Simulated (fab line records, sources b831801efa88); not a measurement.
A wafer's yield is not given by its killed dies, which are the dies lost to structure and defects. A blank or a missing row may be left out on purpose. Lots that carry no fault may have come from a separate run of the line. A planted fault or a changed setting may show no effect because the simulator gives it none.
Chamber matching + flow sky130 + cmp-01 running SKY_LI_CONTACT_CMP_24: 4 sister chambers
The step polishes, stops on PSG, t overpolish 20 s, target thk 0 nm. 18 wafers are shown with their chamber, then 9 later ones without.

== WAFERS PAIRED WITH THEIR CHAMBERS ==
| wafer  | chamber | motor_current_A (A) | time_to_endpoint_s (s) | edge_zone_pressure_frac |
|--------|---------|---------------------|------------------------|-------------------------|
| L080.3 | 2       | 11.1                | 97                     | 0.997                   |
| L080.5 | 1       | 10.2                | 99                     | 1.003                   |
| L080.6 | 2       | 12.1                | 97                     | 1.004                   |
| L079.4 | 0       | 11.6                | 102                    | 1.012                   |
| L079.5 | 0       | 10.6                | 101                    | 1.008                   |
| L079.6 | 1       | 9.8                 | 101                    | 0.996                   |
| L086.1 | 2       | 11.5                | 91                     | 1.003                   |
| L086.3 | 0       | 11.7                | 91                     | 1.000                   |
| L086.5 | 3       | 9.8                 | 96                     | 0.996                   |
| L087.3 | 3       | 9.9                 | 100                    | 1.002                   |
| L087.4 | 1       | 9.6                 | 97                     | 1.001                   |
| L087.6 | 0       | 11.3                | 97                     | 0.998                   |
| L089.1 | 1       | 10.8                | 97                     | 1.002                   |
| L089.2 | 2       | 11.7                | 97                     | 1.004                   |
| L089.3 | 3       | 9.5                 | 104                    | 1.001                   |
| L091.1 | 0       | 11.4                | 99                     | 1.005                   |
| L091.3 | 3       | 9.1                 | 105                    | 1.002                   |
| L091.4 | 2       | 12.2                | 97                     | 1.008                   |

SIGNATURES (means of the wafers above)
| reading                 | chamber 0 | chamber 1 | chamber 2 | chamber 3 | scatter within a chamber |
|-------------------------|-----------|-----------|-----------|-----------|--------------------------|
| motor_current_A         | 11.320    | 10.100    | 11.720    | 9.575     | 0.446                    |
| time_to_endpoint_s      | 98.00     | 98.50     | 95.80     | 101.25    | 3.45                     |
| edge_zone_pressure_frac | 1.00460   | 1.00050   | 1.00320   | 1.00025   | 0.00421                  |
Rule: for a wafer and a chamber, the distance is found by dividing, reading by reading, the gap between the wafer's reading and the chamber's mean by the reading's scatter, squaring, summing and taking the root. If the next closest chamber is less than 2 further off than the closest, the wafer can't be placed; otherwise it belongs to the closest. The scatter is the square root of a quotient: the sum, over the shown wafers, of each reading's squared deviation from its chamber's mean, divided by wafers minus chambers.

== WAFERS WHOSE CHAMBER IS MISSING ==
| wafer  | motor_current_A (A) | time_to_endpoint_s (s) | edge_zone_pressure_frac |
|--------|---------------------|------------------------|-------------------------|
| L092.1 | 9.6                 | 101                    | 1.010                   |
| L092.4 | 10.3                | 100                    | 1.000                   |
| L092.6 | 12.0                | 100                    | 1.001                   |
| L093.1 | 9.9                 | 102                    | 1.006                   |
| L093.2 | 11.2                | 97                     | 0.999                   |
| L093.4 | 9.7                 | 98                     | 0.995                   |
| L094.2 | 11.1                | 102                    | 0.996                   |
| L094.3 | 10.3                | 99                     | 1.003                   |
| L094.4 | 12.1                | 98                     | 0.995                   |

== EACH ONE'S CHAMBER ==
| wafer  | from the rows above               | in truth |
|--------|-----------------------------------|----------|
| L092.1 | can't be placed: 3 or 1 or 0      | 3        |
| L092.4 | can't be placed: 1 or 3 or 0      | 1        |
| L092.6 | can't be placed: 2 or 0           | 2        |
| L093.1 | can't be placed: 3 or 1 or 0      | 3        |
| L093.2 | can't be placed: 0 or 2 or 1      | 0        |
| L093.4 | can't be placed: 3 or 1           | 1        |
| L094.2 | can't be placed: 0 or 1 or 2 or 3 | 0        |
| L094.3 | can't be placed: 1 or 3 or 0      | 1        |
| L094.4 | can't be placed: 2 or 0           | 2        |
0 of 9 placed correctly. Cannot be placed on the basis of these rows: 9; the candidates contain the true chamber in 9. Number placed wrongly: 0.
